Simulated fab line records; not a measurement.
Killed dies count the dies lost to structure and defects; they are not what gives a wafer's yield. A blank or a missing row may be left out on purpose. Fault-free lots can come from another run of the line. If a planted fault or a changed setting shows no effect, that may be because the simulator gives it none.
The tool behind it: which one? ; flow gf180mcu ; 6 lots with 18 wafers sampled at 2 steps, on a route of 602 steps

== WHAT THE GAUGES SHOWED, per wafer ==
GF_NWELL_TW_MEAS_11.
lot;measured;on;NWELL_TW
L515;day 3 17:47;film_metro-02;1585 1583 1577
L519;day 4 09:52;film_metro-01;1570 1575 1573
L523;day 5 08:44;film_metro-03;1583 1586 1577
L525;day 5 18:02;film_metro-01;3361 3362 3358
L533;day 7 14:35;film_metro-02;1581 1576 1572
L536;day 8 06:29;film_metro-02;1601 1591 1593

== WHICH TOOL RAN EACH LOT (tool, then ch and the chambers of the sampled wafers, then the start) ==
lot;GF_NWELL_IMPLANT_08
L515;implanter-01 ch 0, day 3 17:25
L519;implanter-02 ch 0, day 4 09:29
L523;implanter-03 ch 0, day 5 08:20
L525;implanter-03 ch 0, day 5 17:38
L533;implanter-01 ch 0, day 7 14:11
L536;implanter-02 ch 0, day 8 06:05
- GF_NWELL_IMPLANT_08

== THE ANSWER, worked out from the rows above alone ==
Rule: usual is defined by the lots themselves. Put in order of their means at a reading, lots are off if they are a third of the lots or fewer, leave a main group of 4 or more, and stand apart from it by a gap of 3 or more times the standard deviation of the main group's means; of several such gaps the widest counts. Not used: any main group whose means are identical at the precision the tables above print for the reading. Also off: a lot with no number at a reading for which 4 or more lots have one. The other lots that the step has rows for count as sound.
Off: at GF_NWELL_TW_MEAS_11 (NWELL_TW), L525. Mean 1582 and standard deviation 7.6 in the main group.
A tool fits if, at a process step before that reading, it ran every lot that is off, and no sound lot after the first of them. The gauges at GF_NWELL_TW_MEAS_11 are tried like those tools. This does not decide it: 2 tools fit, namely implanter-03 at GF_NWELL_IMPLANT_08 and film_metro-01 at GF_NWELL_TW_MEAS_11.

== WHAT THE SIMULATOR HAD PUT IN ==
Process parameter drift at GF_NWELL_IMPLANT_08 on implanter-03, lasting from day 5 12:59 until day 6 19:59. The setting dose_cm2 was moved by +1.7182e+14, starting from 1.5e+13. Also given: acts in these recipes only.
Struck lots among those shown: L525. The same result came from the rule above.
